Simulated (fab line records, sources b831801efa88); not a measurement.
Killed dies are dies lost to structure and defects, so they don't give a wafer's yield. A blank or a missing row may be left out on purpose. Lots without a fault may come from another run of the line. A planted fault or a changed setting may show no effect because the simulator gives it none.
Which tool did it? | flow gf180mcu | 11 lots, 33 wafers sampled, at 4 steps of a route of 602

WHAT THE GAUGES READ, wafer by wafer
GF_M3_RS_MEAS_05: measures by four-point-probe.
lot  | measured     | on            | M3_ALCU_RS (ohm/sq)
L584 | day 21 15:16 | film_metro-04 | 0.0696 0.0714 0.0706
L589 | day 23 11:32 | film_metro-02 | 0.0774 0.0778 0.0778
L590 | day 23 20:01 | film_metro-03 | 0.0780 0.0779 0.0782
L591 | day 24 02:23 | film_metro-03 | 0.0773 0.0778 0.0781
L594 | day 25 00:44 | film_metro-02 | 0.0695 0.0698 0.0692
L595 | day 25 09:43 | film_metro-04 | 0.0708 0.0705 0.0711
L597 | day 26 03:29 | film_metro-03 | 0.0692 0.0693 0.0694
L599 | day 26 17:19 | film_metro-02 | 0.0694 0.0689 0.0697
L600 | day 26 22:32 | film_metro-02 | 0.0687 0.0690 0.0694
L603 | day 27 16:55 | film_metro-02 | 0.0715 0.0693 0.0702
L604 | day 28 02:03 | film_metro-02 | 0.0707 0.0697 0.0701

WHICH TOOL RAN EACH LOT (tool, then ch and the chambers of the sampled wafers, then the start)
lot  | GF_M2_SPUTTER_01             | GF_V2_ETCH_16                      | GF_M3_SPUTTER_02
L584 | pvd_sputter-02, day 19 11:11 | rie_diel-03 ch 1,2, day 21 13:41   | pvd_sputter-01, day 21 15:11
L589 | pvd_sputter-02, day 21 09:08 | rie_diel-02 ch 0,2,3, day 23 09:47 | pvd_sputter-01, day 23 11:25
L590 | pvd_sputter-01, day 21 18:38 | rie_diel-02 ch 1,2,3, day 23 18:26 | pvd_sputter-01, day 23 19:55
L591 | pvd_sputter-04, day 22 01:08 | rie_diel-04 ch 0,1, day 24 00:47   | pvd_sputter-01, day 24 02:16
L594 | pvd_sputter-01, day 23 00:56 | rie_diel-04 ch 1,2,3, day 24 23:07 | pvd_sputter-02, day 25 00:38
L595 | pvd_sputter-02, day 23 10:30 | rie_diel-02 ch 0,1,3, day 25 07:53 | pvd_sputter-03, day 25 09:35
L597 | pvd_sputter-02, day 24 02:56 | rie_diel-04 ch 2,3, day 26 01:53   | pvd_sputter-02, day 26 03:22
L599 | pvd_sputter-02, day 24 18:59 | rie_diel-02 ch 0,2,3, day 26 15:38 | pvd_sputter-02, day 26 17:13
L600 | pvd_sputter-04, day 25 01:16 | rie_diel-03 ch 0,1,2, day 26 20:41 | pvd_sputter-02, day 26 22:25
L603 | pvd_sputter-02, day 25 20:56 | rie_diel-04 ch 2,3, day 27 15:19   | pvd_sputter-01, day 27 16:50
L604 | pvd_sputter-02, day 26 06:34 | rie_diel-04 ch 1,2,3, day 28 00:20 | pvd_sputter-03, day 28 01:54
- GF_M2_SPUTTER_01: material TiN, target thk 30 nm, time 25 s.
- GF_V2_ETCH_16: etches BARC in N2/H2.
- GF_M3_SPUTTER_02: material AlCu, target thk 450 nm, time 23.9 s.

THE ANSWER, worked out from the rows above alone
Rule: what is usual is taken from the lots themselves. Put in order of their means at a reading, lots are off if they are a third of the lots or fewer, leave a main group of 4 or more, and stand apart from it by a gap of 3 or more times the standard deviation of the main group's means; of several such gaps the widest counts. A main group whose means are all the same, to the digits that the tables above print for the reading, isn't used. A lot without any number at a reading at which 4 lots or more have one is off too. The other lots that the step has rows for count as sound.
Off: L589, L590, L591, at GF_M3_RS_MEAS_05 (M3_ALCU_RS). The main group: mean 0.0699 ohm/sq, standard deviation 0.00062.
A tool fits if, at a process step before that reading, it ran every lot that is off, and no sound lot after the first of them. The gauges at GF_M3_RS_MEAS_05 are tried like those tools. None of those tried fits.

WHAT THE SIMULATOR HAD PUT IN
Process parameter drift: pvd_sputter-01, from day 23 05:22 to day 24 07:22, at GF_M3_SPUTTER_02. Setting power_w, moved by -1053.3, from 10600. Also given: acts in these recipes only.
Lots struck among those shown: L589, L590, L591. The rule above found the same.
